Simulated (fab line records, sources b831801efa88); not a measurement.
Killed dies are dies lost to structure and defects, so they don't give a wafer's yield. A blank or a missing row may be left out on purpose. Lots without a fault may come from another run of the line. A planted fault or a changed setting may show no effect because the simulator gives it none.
One fault seen from 2 desks | flow sfq_line | each desk has only its own numbers; what lay behind them comes last

THE TOOL OWNER'S DESK: litho_track-02
The tool's own readings at SFQ_TRILAYER_I7_VIA_LITHO_PEB_190 (peb time 60 s): means of the sampled wafers that have a number, for each lot that ran on this tool. A lot is out of limits, marked OUT, if its mean lies more than 4 standard deviations from the usual mean; the brackets give that distance.
Columns: A = exhaust_pa at SFQ_TRILAYER_I7_VIA_LITHO_PEB_190, usual 44.9 Pa; B = heater_power_total_W at SFQ_TRILAYER_I7_VIA_LITHO_PEB_190, usual 79.15 W; C = resist_line_temp_C at SFQ_TRILAYER_I7_VIA_LITHO_PEB_190, usual 23.00 C
lot  | first seen here | A    | B                       | C
L690 | day 81 16:27    | 44.5 | 79.19                   | 22.99
L693 | day 81 23:38    | 45.5 | 79.15                   | 22.94
L698 | day 86 23:34    | 44.5 | 84.46 (+75) OUT         | 22.95
L701 | day 87 14:02    | 45.4 | 83.09 (+56) OUT         | 22.80
L704 | day 88 07:53    | 45.6 | 87.10 (+99 or more) OUT | 23.00
L709 | day 91 07:30    | 45.3 | 79.15                   | 22.94
L711 | day 91 14:41    | 44.5 | 79.18                   | 23.02
This desk's finding: out of limits on L698, L701, L704; first on L698, day 86 23:34 (heater_power_total_W at SFQ_TRILAYER_I7_VIA_LITHO_PEB_190). In limits: L690, L693, L709, L711.

THE METROLOGY DESK
What the gauges read, lot by lot, whatever tool the lot ran on: means of the sampled wafers that have a number. A lot is out of limits, marked OUT, if its mean lies more than 4 standard deviations from the usual mean; the brackets give that distance.
Columns: A = M8_AU_RS at SFQ_M8_RS_MEAS_949, usual 0.1530 ohm/sq
lot  | first seen here | A
L689 | day 86 04:05    | 0.1544
L690 | day 86 06:29    | 0.1529
L691 | day 86 07:44    | 0.1513
L692 | day 86 11:17    | 0.1534
L693 | day 86 12:31    | 0.1539
L694 | day 86 17:25    | 0.1524
L698 | day 87 04:24    | 0.1551
L701 | day 87 19:04    | 0.1527
L704 | day 91 18:10    | 0.1525
L706 | day 92 01:32    | 0.1510
L707 | day 92 03:52    | 0.1532
L709 | day 94 17:13    | 0.1515
L710 | day 94 19:37    | 0.1513
L711 | day 94 23:12    | 0.1521
L712 | day 95 00:24    | 0.1527
This desk's finding: nothing out of limits on any of the 15 lots.

PUT TOGETHER
The tool owner's desk could have raised an alarm at day 86 23:34, on L698, L701, L704.
The metrology desk saw nothing out of limits.
The metrology desk has L698, L701, L704 on record, within its limits.
Of the lots named, all ran SFQ_TRILAYER_I7_VIA_LITHO_PEB_190 on litho_track-02.

WHAT THE SIMULATOR HAD PUT IN
Process parameter drift: litho_track-02, from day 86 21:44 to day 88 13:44, at SFQ_TRILAYER_I7_VIA_LITHO_PEB_190. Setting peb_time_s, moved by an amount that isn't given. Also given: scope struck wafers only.
Lots struck among those shown: L698, L701, L704.
Hours from the fault's start to each desk's first reading out of limits: the tool owner's desk, 2.
